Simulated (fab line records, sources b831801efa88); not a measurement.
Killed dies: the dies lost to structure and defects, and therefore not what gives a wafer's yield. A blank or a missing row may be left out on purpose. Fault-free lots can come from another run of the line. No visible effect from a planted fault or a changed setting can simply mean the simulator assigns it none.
Which of the tools did it?	flow sky130	Sampling: 11 lots, 33 wafers, 3 of 708 route steps

== WHAT EACH GAUGE READ, for each wafer ==
SKY_POLY_GATE_THK_MEAS_01.
lot	measured	on	POLY_GATE_CVD_00_THK (nm)
L365	day 13 17:31	film-metro-04	180.0 178.9 179.7
L366	day 14 05:14	film-metro-02	179.5 182.1 180.3
L374	day 16 17:35	film-metro-03	178.9 180.1 179.5
L375	day 17 10:20	film-metro-02	178.5 179.0 179.4
L376	day 18 09:08	film-metro-03	144.9 144.7 146.3
L377	day 18 10:19	film-metro-02	145.8 143.1 145.9
L378	day 18 10:19	film-metro-03	144.5 142.8 144.1
L385	day 21 08:14	film-metro-02	184.4 181.1 180.5
L386	day 21 12:22	film-metro-04	182.5 181.2 183.1
L387	day 21 21:01	film-metro-04	179.6 179.3 179.0
L388	day 22 05:26	film-metro-02	181.9 182.1 181.7

== TOOL THAT RAN EACH LOT (tool first, then ch and the chambers of the sampled wafers, then the start) ==
lot	SKY_NWELL_RTA_28	SKY_POLY_GATE_CVD_00
L365	rtp-anneal-02 ch 0, day 5 02:38	lpcvd-01 ch 1, day 13 16:19
L366	rtp-anneal-01 ch 0, day 5 10:37	lpcvd-01 ch 1, day 14 04:02
L374	rtp-anneal-01 ch 0, day 7 05:16	lpcvd-01 ch 1, day 16 15:46
L375	rtp-anneal-02 ch 0, day 7 15:16	lpcvd-01 ch 1, day 17 09:07
L376	rtp-anneal-02 ch 0, day 7 23:21	lpcvd-01 ch 1, day 18 07:55
L377	rtp-anneal-01 ch 0, day 8 04:59	lpcvd-01 ch 0, day 18 09:07
L378	rtp-anneal-01 ch 0, day 8 08:28	lpcvd-01 ch 0, day 18 09:07
L385	rtp-anneal-01 ch 0, day 10 11:07	lpcvd-01 ch 0, day 21 07:02
L386	rtp-anneal-02 ch 0, day 10 15:45	lpcvd-01 ch 0, day 21 11:09
L387	rtp-anneal-01 ch 0, day 10 17:25	lpcvd-01 ch 1, day 21 19:47
L388	rtp-anneal-02 ch 0, day 11 04:14	lpcvd-01 ch 0, day 22 04:14
- SKY_NWELL_RTA_28: time 30 s.
- SKY_POLY_GATE_CVD_00: deposits poly-Si, target thk 180 nm, time 720 s.

== THE ANSWER, worked out from the rows above alone ==
Rule: the lots themselves supply what counts as usual. Put in order of their means at a reading, lots are off if they are a third of the lots or fewer, leave a main group of 4 or more, and stand apart from it by a gap of 3 or more times the standard deviation of the main group's means; of several such gaps the widest counts. Not used: any main group whose means are identical at the precision the tables above print for the reading. A lot without any number at a reading at which 4 lots or more have one is off too. Any other lot the step has rows for is counted as sound.
Off: at SKY_POLY_GATE_THK_MEAS_01 (POLY_GATE_CVD_00_THK), L376, L377, L378. The main group: mean 180.5 nm, standard deviation 1.3.
A tool fits if, at a process step before that reading, it ran every lot that is off, and no sound lot after the first of them. Those tools and the gauges at SKY_POLY_GATE_THK_MEAS_01 are tried in the same way. Of those tried, none fits.

== WHAT THE SIMULATOR HAD PUT IN ==
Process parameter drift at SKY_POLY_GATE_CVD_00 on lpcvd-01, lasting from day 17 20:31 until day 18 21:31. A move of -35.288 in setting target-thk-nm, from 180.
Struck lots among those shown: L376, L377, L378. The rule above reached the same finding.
